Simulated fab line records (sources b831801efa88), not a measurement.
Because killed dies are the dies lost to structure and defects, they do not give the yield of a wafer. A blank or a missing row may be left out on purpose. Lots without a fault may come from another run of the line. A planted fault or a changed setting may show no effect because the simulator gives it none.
fab line records	flow sky130
record lots=24	wafers=72	last-day=50
route steps=708 shown LDD_P@263 SD_P@327 LI_CONTACT@386 METAL2@483
lots with no fault: from the same line, run without faults
start-h: start of the lot's first displayed wafer, in hours after the record's first day	wait-h: how many hours have passed since the lot's step before this one	" same as the row above	L1.1+2: several wafers, shown together as one row	- no value present, or no start provided	* or withheld: withheld	< > ~ a bound
route shown NAME@n: NAME is a module with steps in the file, n the number in the route of the first one	usual: the fault-free wafers' mean and standard deviation	same: alike in all rows	chamber/n: place in a boat	sites: each site's reading	_std_site: the standard deviation of these	_edge_site: the outer-site mean with the inner-site mean subtracted	radius-mm: how far each site lies from the wafer's centre	mask NAME#n: copy n	behind: tool/chamber where the wafer was last shaped	hold: what put the lot on hold/how long, in hours/how the hold closed	device: names the non-switching transistor (n, p or np)	end of line: the route-end tests of the same wafers	a step without rows: its recipe alone	killed: the dies lost at the first sort to structure and to defects; this is not the yield of the wafer	map: per-die view of a wafer (x killed, . not killed, _ where there is no die)
set.NAME: the setting that was run; set.NAME@STEP: the one run at that earlier step	model.NAME: the simulator's own value behind a step, which no gauge read
the route's steps for a sample of lots (tables are steps, rows are wafers)
services: from which hour (start-h, from the record's first day; less than 0 if before it) a tool's chamber was out of use, for how many hours, and why
## steps
# step SKY_LDD_P_OVL_MEAS_08
# usual LDD_P_OVL=-0.3/1.8
lot.wafer	tool	chamber	start-h	wait-h	LDD_P_OVL[nm]
L074.3	overlay-01	-	423.33	0.1	-1.3
L074.5	"	-	"	"	-1.8
L074.6	"	-	"	"	-2.8
L075.1	overlay-02	-	436.46	0.1	2.6
L075.4	"	-	"	"	4.1
L075.6	"	-	"	"	3.3
L076.1	overlay-02	-	485.41	0.1	-2.4
L076.2	"	-	"	"	-3.5
L076.6	"	-	"	"	-2.9
L077.1	overlay-01	-	485.44	0.1	1.6
L077.4	"	-	"	"	1.8
L077.5	"	-	"	"	0.5
L078.1	overlay-02	-	486.41	0.1	1.2
L078.3	"	-	"	"	1.1
L078.6	"	-	"	"	1.5
L080.2	overlay-02	-	495.56	0.1	-2.2
L080.5	"	-	"	"	-2.6
L080.6	"	-	"	"	-2.3
L079.3	overlay-01	-	495.68	0.1	1.4
L079.4	"	-	"	"	1.4
L079.5	"	-	"	"	-0.5
L082.2	overlay-02	-	499.57	0.1	-0.8
L082.5	"	-	"	"	-1.2
L082.6	"	-	"	"	-0.7
L081.3	overlay-01	-	500.85	0.1	-1.4
L081.5	"	-	"	"	-1.7
L081.6	"	-	"	"	-2.8
L084.1	overlay-02	-	513.29	0.1	-1.5
L084.5	"	-	"	"	-1.5
L084.6	"	-	"	"	-0.7
L083.1	overlay-01	-	520.71	0.1	0.6
L083.2	"	-	"	"	0.1
L083.4	"	-	"	"	0.9
L085.3	overlay-02	-	526.30	0.1	-2.0
L085.5	"	-	"	"	-2.1
L085.6	"	-	"	"	-4.0
L086.1	overlay-02	-	533.36	0.1	-1.1
L086.2	"	-	"	"	-0.5
L086.4	"	-	"	"	-0.4
L087.2	overlay-02	-	543.16	0.1	1.9
L087.3	"	-	"	"	0.6
L087.5	"	-	"	"	2.0
L088.1	overlay-01	-	546.41	0.1	0.7
L088.2	"	-	"	"	1.7
L088.4	"	-	"	"	-0.3
L089.2	overlay-02	-	557.71	0.1	2.7
L089.5	"	-	"	"	1.3
L089.6	"	-	"	"	2.0
L090.2	overlay-01	-	570.12	0.1	0.8
L090.4	"	-	"	"	2.8
L090.5	"	-	"	"	1.7
L091.3	overlay-02	-	575.90	0.1	-1.1
L091.4	"	-	"	"	-0.9
L091.5	"	-	"	"	-1.7
L092.2	overlay-02	-	587.11	0.1	-2.1
L092.4	"	-	"	"	-3.5
L092.6	"	-	"	"	-1.3
L093.1	overlay-01	-	597.24	0.1	-2.8
L093.2	"	-	"	"	-4.2
L093.6	"	-	"	"	-2.7
L094.1	overlay-02	-	601.86	0.1	1.5
L094.3	"	-	"	"	-1.1
L094.6	"	-	"	"	-0.4
L095.1	overlay-02	-	606.11	0.1	-1.2
L095.3	"	-	"	"	-0.9
L095.5	"	-	"	"	0.3
L096.3	overlay-01	-	620.13	0.1	-1.1
L096.5	"	-	"	"	-0.3
L096.6	"	-	"	"	-2.3
L097.1	overlay-01	-	624.49	0.1	-0.5
L097.2	"	-	"	"	0.4
L097.5	"	-	"	"	0.4
# step SKY_SD_P_CD_MEAS_07
# recipe target-cd-nm=380
# usual cd-nm=380.1/2.3
lot.wafer	tool	chamber	start-h	wait-h	cd-nm
L074.3	cd-sem-01	-	579.48	0.1	377.8
L074.5	"	-	"	"	377.2
L074.6	"	-	"	"	374.8
L075.1	cd-sem-02	-	590.00	0.1	379.9
L075.4	"	-	"	"	379.0
L075.6	"	-	"	"	378.9
L076.1	cd-sem-01	-	634.62	0.1	382.7
L076.2	"	-	"	"	381.7
L076.6	"	-	"	"	380.0
L078.1	cd-sem-01	-	639.06	0.1	382.5
L078.3	"	-	"	"	380.7
L078.6	"	-	"	"	381.8
L077.1	cd-sem-01	-	639.42	0.1	381.4
L077.4	"	-	"	"	382.9
L077.5	"	-	"	"	378.0
L080.2	cd-sem-02	-	645.96	0.1	381.4
L080.5	"	-	"	"	381.6
L080.6	"	-	"	"	381.6
L079.3	cd-sem-01	-	647.58	0.1	380.1
L079.4	"	-	"	"	379.9
L079.5	"	-	"	"	379.9
L082.2	cd-sem-02	-	654.91	0.1	379.0
L082.5	"	-	"	"	376.0
L082.6	"	-	"	"	378.7
L081.3	cd-sem-01	-	655.96	0.1	379.3
L081.5	"	-	"	"	380.0
L081.6	"	-	"	"	377.7
L084.1	cd-sem-02	-	665.42	0.1	382.1
L084.5	"	-	"	"	379.7
L084.6	"	-	"	"	380.6
L083.1	cd-sem-01	-	670.77	0.1	381.2
L083.2	"	-	"	"	377.8
L083.4	"	-	"	"	380.4
L085.3	cd-sem-01	-	674.79	0.1	378.6
L085.5	"	-	"	"	379.7
L085.6	"	-	"	"	378.5
L086.1	cd-sem-02	-	680.27	0.1	377.6
L086.2	"	-	"	"	377.5
L086.4	"	-	"	"	376.8
L087.2	cd-sem-01	-	688.21	0.1	378.2
L087.3	"	-	"	"	377.7
L087.5	"	-	"	"	379.0
L088.1	cd-sem-02	-	692.67	0.1	386.7
L088.2	"	-	"	"	384.1
L088.4	"	-	"	"	385.8
L089.2	cd-sem-01	-	703.22	0.1	379.4
L089.5	"	-	"	"	379.3
L089.6	"	-	"	"	379.1
L090.2	cd-sem-02	-	714.46	0.1	381.0
L090.4	"	-	"	"	381.9
L090.5	"	-	"	"	385.2
L091.3	cd-sem-02	-	718.64	0.1	376.4
L091.4	"	-	"	"	379.2
L091.5	"	-	"	"	377.4
L092.2	cd-sem-01	-	732.47	0.1	379.8
L092.4	"	-	"	"	382.4
L092.6	"	-	"	"	379.9
L093.1	cd-sem-02	-	740.69	0.1	381.6
L093.2	"	-	"	"	384.0
L093.6	"	-	"	"	381.3
L094.1	cd-sem-01	-	743.05	0.1	382.7
L094.3	"	-	"	"	381.5
L094.6	"	-	"	"	382.0
L095.1	cd-sem-02	-	748.62	0.1	382.2
L095.3	"	-	"	"	382.1
L095.5	"	-	"	"	382.3
L096.3	cd-sem-02	-	762.69	0.1	378.3
L096.5	"	-	"	"	379.6
L096.6	"	-	"	"	379.0
L097.1	cd-sem-02	-	764.20	0.1	378.6
L097.2	"	-	"	"	381.9
L097.5	"	-	"	"	378.9
# step SKY_LI_CONTACT_CMP_24
# recipe stop-on=PSG	t-overpolish-s=20	down-force-psi=3.5	platen-rpm=60	target-thk-nm=0	pad-velocity-m-s=0.94248
# usual motor-current-A=10.7/1.4	overpolish-run-s=20.000/0.0085	retaining-ring-pressure-frac=1.001/0.0051	time-to-endpoint-s=97/4.9
lot.wafer	tool	chamber	start-h	wait-h	motor-current-A	overpolish-run-s	retaining-ring-pressure-frac	time-to-endpoint-s
L074.3	cmp-01	0	669.59	0.1	9.3	20.020	0.998	92
L074.5	"	2	"	"	13.0	19.987	0.995	99
L074.6	"	3	"	"	10.5	20.009	1.005	100
L075.4	cmp-02	1	678.41	0.1	11.9	19.999	0.997	111
L075.1	"	2	"	"	12.6	19.994	1.005	103
L075.6	"	0	"	"	9.6	19.989	0.999	104
L076.2	cmp-02	3	719.74	0.0	9.6	20.013	1.006	97
L076.1	"	0	"	"	9.5	19.997	1.005	94
L076.6	"	3	"	"	9.4	19.997	1.001	95
L078.3	cmp-02	3	724.26	0.1	9.6	19.999	1.001	98
L078.1	"	0	"	"	9.5	19.999	1.004	93
L078.6	"	2	"	"	12.3	20.002	1.002	101
L077.1	cmp-01	1	724.77	0.2	10.5	19.990	1.005	87
L077.4	"	2	"	"	12.2	20.008	0.996	99
L077.5	"	0	"	"	9.5	20.005	1.000	94
L080.2	cmp-01	1	732.69	0.1	9.7	20.000	1.003	90
L080.6	"	0	"	"	9.5	19.994	1.003	91
L080.5	"	1	"	"	9.8	19.989	1.003	89
L079.4	cmp-01	0	733.94	0.1	9.1	20.018	1.003	92
L079.3	"	2	"	"	12.7	19.999	0.996	93
L079.5	"	0	"	"	8.9	20.007	1.000	92
L082.2	cmp-02	0	742.06	0.0	9.5	19.986	1.003	98
L082.6	"	0	"	"	9.3	20.011	0.995	95
L082.5	"	1	"	"	11.7	19.999	0.995	104
L081.3	cmp-01	2	742.46	0.2	12.0	20.003	1.008	99
L081.5	"	3	"	"	9.6	19.999	1.003	100
L081.6	"	0	"	"	9.1	19.993	0.998	94
L084.1	cmp-02	2	750.21	0.2	12.0	20.008	0.999	98
L084.6	"	3	"	"	9.7	20.007	0.999	96
L084.5	"	0	"	"	9.6	19.995	0.995	94
L083.4	cmp-01	2	755.81	0.0	12.4	20.001	0.999	98
L083.2	"	0	"	"	9.6	20.013	0.995	93
L083.1	"	1	"	"	10.4	20.005	1.004	86
L085.3	cmp-01	2	759.69	0.0	12.9	19.990	1.006	97
L085.5	"	2	"	"	13.3	19.996	1.001	98
L085.6	"	3	"	"	9.9	20.005	1.004	100
L086.1	cmp-01	3	764.18	0.1	10.0	19.995	1.007	103
L086.4	"	1	"	"	9.7	20.003	1.003	97
L086.2	"	2	"	"	12.6	20.004	1.009	101
L087.3	cmp-01	2	776.16	0.0	12.5	19.994	1.003	96
L087.2	"	1	"	"	9.9	19.997	1.000	90
L087.5	"	2	"	"	12.8	19.994	1.002	97
L088.1	cmp-02	2	776.76	0.1	12.6	20.001	0.996	99
L088.4	"	3	"	"	10.2	20.002	0.994	93
L088.2	"	0	"	"	9.5	20.005	0.999	96
L089.2	cmp-01	0	787.82	0.0	8.9	19.996	1.006	94
L089.5	"	0	"	"	9.4	20.004	1.005	95
L089.6	"	1	"	"	10.3	19.984	0.995	92
L090.2	cmp-02	1	798.17	0.0	12.7	20.007	0.998	106
L090.4	"	3	"	"	9.0	19.988	0.997	95
L090.5	"	1	"	"	11.7	19.996	0.998	105
L091.4	cmp-01	2	802.27	0.1	13.2	19.990	1.002	97
L091.3	"	0	"	"	9.3	20.000	0.991	91
L091.5	"	2	"	"	12.8	19.982	1.001	95
L092.2	cmp-02	0	816.16	0.1	8.8	19.999	1.014	96
L092.4	"	1	"	"	12.2	19.991	1.007	104
L092.6	"	2	"	"	12.9	19.996	0.997	99
L093.2	cmp-02	1	824.22	0.1	11.8	19.994	0.996	104
L093.1	"	3	"	"	9.6	20.008	0.992	92
L093.6	"	1	"	"	11.6	20.006	1.006	105
L094.1	cmp-01	0	826.44	0.1	8.9	19.992	1.001	90
L094.3	"	2	"	"	12.6	19.984	1.007	95
L094.6	"	0	"	"	9.1	20.007	1.005	95
L095.3	cmp-02	0	831.59	0.1	9.3	20.004	0.999	98
L095.1	"	1	"	"	12.6	19.999	1.015	105
L095.5	"	3	"	"	9.1	19.982	1.004	98
L096.3	cmp-02	0	845.53	0.0	9.3	19.999	1.001	96
L096.5	"	0	"	"	9.7	19.995	0.995	95
L096.6	"	1	"	"	11.9	19.997	1.006	104
L097.2	cmp-01	2	846.22	0.1	13.3	19.997	0.996	97
L097.1	"	3	"	"	10.1	19.994	0.999	102
L097.5	"	1	"	"	9.5	19.987	1.005	91
# step SKY_METAL2_SPUTTER_00
# recipe material=Ti	target-thk-nm=15	power-w=3000	time-s=10	chamber-pressure-pa=0.4
# usual chamber-pressure-pa=0.4000/0.00077	throttle-valve-pct=30.1/1.2
lot.wafer	tool	chamber	start-h	wait-h	chamber-pressure-pa	throttle-valve-pct
L074.3	pvd-sputter-03	-	783.94	0.2	0.4005	29.4
L074.5	"	-	"	"	0.4013	30.9
L074.6	"	-	"	"	0.3988	30.3
L075.1	pvd-sputter-03	-	794.26	0.2	0.3999	30.0
L075.4	"	-	"	"	0.3994	30.7
L075.6	"	-	"	"	0.4006	30.1
L076.1	pvd-sputter-01	-	836.01	0.1	0.3991	30.9
L076.2	"	-	"	"	0.4001	30.8
L076.6	"	-	"	"	0.4000	31.0
L078.1	pvd-sputter-03	-	836.36	0.1	0.4008	30.1
L078.3	"	-	"	"	0.3999	29.3
L078.6	"	-	"	"	0.4001	30.8
L077.1	pvd-sputter-01	-	837.86	0.2	0.4009	32.2
L077.4	"	-	"	"	0.3989	31.1
L077.5	"	-	"	"	0.3993	30.5
L080.2	pvd-sputter-02	-	845.51	0.1	0.4000	25.8
L080.5	"	-	"	"	0.4004	25.9
L080.6	"	-	"	"	0.3993	28.7
L079.3	pvd-sputter-03	-	847.06	0.2	0.3996	30.8
L079.4	"	-	"	"	0.4002	30.3
L079.5	"	-	"	"	0.3991	30.7
L082.2	pvd-sputter-01	-	853.79	0.2	0.3996	30.4
L082.5	"	-	"	"	0.3984	30.8
L082.6	"	-	"	"	0.4009	31.9
L081.3	pvd-sputter-03	-	856.19	0.1	0.4001	29.8
L081.5	"	-	"	"	0.3994	29.0
L081.6	"	-	"	"	0.3999	31.0
L084.1	pvd-sputter-03	-	862.99	0.2	0.4007	30.5
L084.5	"	-	"	"	0.4001	29.9
L084.6	"	-	"	"	0.4005	30.3
L083.1	pvd-sputter-03	-	867.86	0.2	0.4005	29.3
L083.2	"	-	"	"	0.4011	30.8
L083.4	"	-	"	"	0.4009	30.2
L085.3	pvd-sputter-01	-	871.68	0.1	0.4006	30.7
L085.5	"	-	"	"	0.4001	30.7
L085.6	"	-	"	"	0.3995	31.9
L086.1	pvd-sputter-03	-	875.84	0.1	0.4000	29.5
L086.2	"	-	"	"	0.4016	30.3
L086.4	"	-	"	"	0.4007	30.8
L087.2	pvd-sputter-03	-	888.21	0.1	0.4010	29.2
L087.3	"	-	"	"	0.3994	30.9
L087.5	"	-	"	"	0.3997	30.0
L088.1	pvd-sputter-01	-	888.86	0.2	0.3990	29.2
L088.2	"	-	"	"	0.4006	30.7
L088.4	"	-	"	"	0.3999	31.0
L089.2	pvd-sputter-03	-	900.59	0.1	0.4004	29.2
L089.5	"	-	"	"	0.3999	30.1
L089.6	"	-	"	"	0.4009	29.9
L090.2	pvd-sputter-01	-	909.27	0.2	0.4002	30.3
L090.4	"	-	"	"	0.4008	30.4
L090.5	"	-	"	"	0.3996	30.8
L091.3	pvd-sputter-03	-	913.42	0.1	0.3995	29.7
L091.4	"	-	"	"	0.4001	30.1
L091.5	"	-	"	"	0.4003	30.4
L092.2	pvd-sputter-03	-	925.42	0.1	0.3998	29.1
L092.4	"	-	"	"	0.3998	29.8
L092.6	"	-	"	"	0.4002	30.8
L093.1	pvd-sputter-02	-	932.80	0.1	0.4000	26.0
L093.2	"	-	"	"	0.3993	30.2
L093.6	"	-	"	"	0.4001	28.8
L094.1	pvd-sputter-03	-	936.66	0.1	0.4002	30.6
L094.3	"	-	"	"	0.3998	30.2
L094.6	"	-	"	"	0.4005	30.8
L095.1	pvd-sputter-03	-	940.00	0.2	0.4003	30.0
L095.3	"	-	"	"	0.4003	29.3
L095.5	"	-	"	"	0.3984	30.2
L096.3	pvd-sputter-01	-	953.69	0.1	0.3992	31.0
L096.5	"	-	"	"	0.3999	32.2
L096.6	"	-	"	"	0.3994	30.5
L097.1	pvd-sputter-02	-	955.05	0.2	0.3992	25.9
L097.2	"	-	"	"	0.4001	30.5
L097.5	"	-	"	"	0.4001	30.0
# step SKY_METAL2_SPUTTER_02
# recipe material=AlCu	target-thk-nm=250	power-w=10600	time-s=13.3	chamber-pressure-pa=0.4
# usual chamber-pressure-pa=0.3999/0.00073	throttle-valve-pct=30.1/1.2
lot.wafer	tool	chamber	start-h	wait-h	chamber-pressure-pa	throttle-valve-pct
L074.3	pvd-sputter-03	-	783.99	0.0	0.3996	29.3
L074.5	"	-	"	"	0.4002	31.1
L074.6	"	-	"	"	0.4005	30.0
L075.1	pvd-sputter-03	-	794.31	0.0	0.3996	29.9
L075.4	"	-	"	"	0.3993	30.6
L075.6	"	-	"	"	0.3993	30.2
L076.1	pvd-sputter-01	-	836.06	0.0	0.3994	31.0
L076.2	"	-	"	"	0.3993	30.7
L076.6	"	-	"	"	0.3998	30.8
L078.1	pvd-sputter-03	-	836.41	0.0	0.3993	30.1
L078.3	"	-	"	"	0.3999	29.5
L078.6	"	-	"	"	0.3996	30.8
L077.1	pvd-sputter-01	-	837.91	0.0	0.3984	32.0
L077.4	"	-	"	"	0.3992	30.8
L077.5	"	-	"	"	0.3995	30.9
L080.2	pvd-sputter-02	-	845.56	0.0	0.3986	26.0
L080.5	"	-	"	"	0.3999	26.3
L080.6	"	-	"	"	0.4001	28.6
L079.3	pvd-sputter-03	-	847.11	0.0	0.4002	30.8
L079.4	"	-	"	"	0.3995	30.2
L079.5	"	-	"	"	0.3994	30.8
L082.2	pvd-sputter-01	-	853.84	0.0	0.4010	30.7
L082.5	"	-	"	"	0.4008	30.8
L082.6	"	-	"	"	0.4003	31.7
L081.3	pvd-sputter-03	-	856.24	0.0	0.4002	29.7
L081.5	"	-	"	"	0.4004	29.1
L081.6	"	-	"	"	0.4004	31.0
L084.1	pvd-sputter-03	-	863.04	0.0	0.4004	30.4
L084.5	"	-	"	"	0.3993	29.9
L084.6	"	-	"	"	0.3994	30.4
L083.1	pvd-sputter-03	-	867.91	0.0	0.3987	29.6
L083.2	"	-	"	"	0.3999	30.9
L083.4	"	-	"	"	0.4001	29.9
L085.3	pvd-sputter-01	-	871.72	0.0	0.3989	30.6
L085.5	"	-	"	"	0.3991	30.9
L085.6	"	-	"	"	0.3991	31.9
L086.1	pvd-sputter-03	-	875.89	0.0	0.4003	29.2
L086.2	"	-	"	"	0.3997	30.3
L086.4	"	-	"	"	0.3997	30.8
L087.2	pvd-sputter-03	-	888.26	0.0	0.3988	29.4
L087.3	"	-	"	"	0.4011	30.6
L087.5	"	-	"	"	0.3998	30.1
L088.1	pvd-sputter-01	-	888.91	0.0	0.4007	29.3
L088.2	"	-	"	"	0.4002	30.7
L088.4	"	-	"	"	0.4001	30.7
L089.2	pvd-sputter-03	-	900.64	0.0	0.4000	29.2
L089.5	"	-	"	"	0.3996	30.2
L089.6	"	-	"	"	0.4010	29.9
L090.2	pvd-sputter-01	-	909.31	0.0	0.3986	30.3
L090.4	"	-	"	"	0.3998	30.5
L090.5	"	-	"	"	0.4008	30.8
L091.3	pvd-sputter-03	-	913.46	0.0	0.4007	29.8
L091.4	"	-	"	"	0.3999	30.4
L091.5	"	-	"	"	0.4000	30.4
L092.2	pvd-sputter-03	-	925.46	0.0	0.3994	29.4
L092.4	"	-	"	"	0.4010	30.1
L092.6	"	-	"	"	0.3999	30.9
L093.1	pvd-sputter-02	-	932.85	0.0	0.4006	25.6
L093.2	"	-	"	"	0.3991	30.4
L093.6	"	-	"	"	0.3997	28.8
L094.1	pvd-sputter-03	-	936.71	0.0	0.4001	30.8
L094.3	"	-	"	"	0.4000	30.1
L094.6	"	-	"	"	0.4004	30.8
L095.1	pvd-sputter-03	-	940.05	0.0	0.4011	30.1
L095.3	"	-	"	"	0.3983	29.5
L095.5	"	-	"	"	0.4003	29.7
L096.3	pvd-sputter-01	-	953.74	0.0	0.3991	31.1
L096.5	"	-	"	"	0.4004	32.1
L096.6	"	-	"	"	0.3993	30.6
L097.1	pvd-sputter-02	-	955.10	0.0	0.4006	26.0
L097.2	"	-	"	"	0.4009	30.1
L097.5	"	-	"	"	0.4013	30.4
# step SKY_METAL2_RS_MEAS_05
# recipe thk-meas-gauge=four-point-probe	reads=TiN_of_METAL2_SPUTTER_04+Ti_of_METAL2_SPUTTER_03+AlCu_of_METAL2_SPUTTER_02+TiN_of_METAL2_SPUTTER_01+Ti_of_METAL2_SPUTTER_00
# usual METAL2_ALCU_RS=0.1273/0.0012
lot.wafer	tool	chamber	start-h	wait-h	METAL2_ALCU_RS[ohm/sq]
L074.3	film-metro-01	-	784.12	0.1	0.1264
L074.5	"	-	"	"	0.1264
L074.6	"	-	"	"	0.1270
L075.1	film-metro-01	-	794.40	0.0	0.1260
L075.4	"	-	"	"	0.1244
L075.6	"	-	"	"	0.1264
L076.1	film-metro-03	-	836.15	0.0	0.1275
L076.2	"	-	"	"	0.1274
L076.6	"	-	"	"	0.1270
L078.1	film-metro-02	-	836.50	0.0	0.1265
L078.3	"	-	"	"	0.1266
L078.6	"	-	"	"	0.1253
L077.1	film-metro-01	-	838.00	0.0	0.1262
L077.4	"	-	"	"	0.1259
L077.5	"	-	"	"	0.1260
L080.2	film-metro-03	-	845.67	0.0	0.1278
L080.5	"	-	"	"	0.1279
L080.6	"	-	"	"	0.1270
L079.3	film-metro-03	-	847.24	0.1	0.1271
L079.4	"	-	"	"	0.1279
L079.5	"	-	"	"	0.1277
L082.2	film-metro-01	-	853.95	0.0	0.1266
L082.5	"	-	"	"	0.1261
L082.6	"	-	"	"	0.1271
L081.3	film-metro-03	-	856.37	0.1	0.1298
L081.5	"	-	"	"	0.1290
L081.6	"	-	"	"	0.1265
L084.1	film-metro-01	-	863.13	0.0	0.1298
L084.5	"	-	"	"	0.1291
L084.6	"	-	"	"	0.1294
L083.1	film-metro-02	-	868.00	0.0	0.1280
L083.2	"	-	"	"	0.1261
L083.4	"	-	"	"	0.1275
L085.3	film-metro-03	-	871.86	0.1	0.1277
L085.5	"	-	"	"	0.1286
L085.6	"	-	"	"	0.1275
L086.1	film-metro-01	-	875.98	0.0	0.1273
L086.2	"	-	"	"	0.1276
L086.4	"	-	"	"	0.1270
L087.2	film-metro-01	-	888.37	0.0	0.1283
L087.3	"	-	"	"	0.1275
L087.5	"	-	"	"	0.1284
L088.1	film-metro-01	-	889.00	0.0	0.1258
L088.2	"	-	"	"	0.1275
L088.4	"	-	"	"	0.1274
L089.2	film-metro-02	-	900.75	0.0	0.1297
L089.5	"	-	"	"	0.1297
L089.6	"	-	"	"	0.1300
L090.2	film-metro-01	-	909.43	0.0	0.1266
L090.4	"	-	"	"	0.1271
L090.5	"	-	"	"	0.1266
L091.3	film-metro-03	-	913.60	0.1	0.1297
L091.4	"	-	"	"	0.1275
L091.5	"	-	"	"	0.1271
L092.2	film-metro-02	-	925.58	0.0	0.1272
L092.4	"	-	"	"	0.1269
L092.6	"	-	"	"	0.1277
L093.1	film-metro-02	-	932.94	0.0	0.1272
L093.2	"	-	"	"	0.1262
L093.6	"	-	"	"	0.1257
L094.1	film-metro-02	-	936.80	0.0	0.1275
L094.3	"	-	"	"	0.1271
L094.6	"	-	"	"	0.1272
L095.1	film-metro-02	-	940.14	0.0	0.1290
L095.3	"	-	"	"	0.1276
L095.5	"	-	"	"	0.1281
L096.3	film-metro-02	-	953.87	0.1	0.1259
L096.5	"	-	"	"	0.1267
L096.6	"	-	"	"	0.1277
L097.1	film-metro-03	-	955.19	0.0	0.1256
L097.2	"	-	"	"	0.1264
L097.5	"	-	"	"	0.1265
## services
tool	chamber	start-h	hours	kind
pvd-sputter-03	-	667.70	27.0	repair
pvd-sputter-02	-	684.67	4.6	repair
pvd-sputter-01	-	713.34	9.1	repair
pvd-sputter-02	-	716.49	2.7	repair
pvd-sputter-03	-	718.10	6.2	repair
cmp-02	-	724.51	5.1	pm
cmp-02	-	732.31	0.9	repair
cmp-01	-	743.40	7.1	pm
cmp-02	-	744.00	4.0	pm
cmp-02	-	757.50	8.5	pm
cmp-02	-	801.82	0.2	repair
pvd-sputter-02	-	803.75	4.4	repair
pvd-sputter-01	-	842.46	0.5	repair
pvd-sputter-03	-	850.45	5.4	repair
pvd-sputter-03	-	850.84	1.9	repair
cmp-01	-	866.36	1.7	repair
pvd-sputter-01	-	866.82	1.1	repair
pvd-sputter-03	-	889.20	6.1	repair
cmp-01	-	897.54	3.4	pm
cmp-01	-	912.53	4.0	pm
cmp-01	-	924.53	1.1	repair
cmp-02	-	933.82	3.4	repair
cmp-02	-	944.53	0.9	repair
pvd-sputter-03	-	950.59	4.6	repair
## key
fault none
